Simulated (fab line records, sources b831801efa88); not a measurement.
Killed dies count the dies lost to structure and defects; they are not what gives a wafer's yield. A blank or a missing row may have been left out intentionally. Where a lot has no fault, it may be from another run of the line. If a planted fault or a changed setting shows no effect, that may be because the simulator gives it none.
Matching of chambers -- flow sky130 -- SKY_VIA4_CMP_02 on cmp-02 has 4 sister chambers
The step polishes SiO2. 8 wafers are shown with their chamber, then 7 later ones without.

EACH WAFER AND ITS CHAMBER
wafer,chamber,motor-current-A (A),head-pressure-psi (psi)
L872.1,1,11.8,4.004
L875.1,0,11.4,3.990
L878.2,0,11.5,4.003
L879.2,2,14.1,4.015
L879.4,3,14.7,3.997
L879.6,3,13.1,3.998
L881.2,1,11.4,3.994
L881.4,2,13.1,4.006

WAFERS WITHOUT THEIR CHAMBER
wafer,motor-current-A (A),head-pressure-psi (psi)
L881.5,13.6,4.002
L883.2,14.7,4.008
L883.3,11.7,4.001
L883.6,13.3,4.008
L884.1,11.4,4.000
L884.2,13.5,4.006
L884.3,12.9,4.000

WHICH CHAMBER EACH WENT THROUGH
wafer,from the rows above,in truth
L881.5,can't be placed: 3 or 2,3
L883.2,can't be placed: 2 or 3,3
L883.3,can't be placed: 1 or 0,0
L883.6,can't be placed: 2 or 3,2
L884.1,can't be placed: 1 or 0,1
L884.2,can't be placed: 2 or 3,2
L884.3,can't be placed: 3 or 2 or 1 or 0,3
0 of 7 placed correctly. Can't be placed from these rows: 7 (the true chamber is among the candidates in 7). 0 placed wrongly.
How it was worked out, from the rows above alone: a wafer's distance from a chamber is the root of the sum, over the readings, of the square of ((its reading less the chamber's mean) divided by the reading's scatter). If the next closest chamber is less than 2 further off than the closest, the wafer can't be placed; otherwise it belongs to the closest. A chamber's mean is the mean of its shown wafers. The scatter: the root of (the sum of the squares of (reading less its chamber's mean) over the shown wafers, divided by (wafers less chambers)).
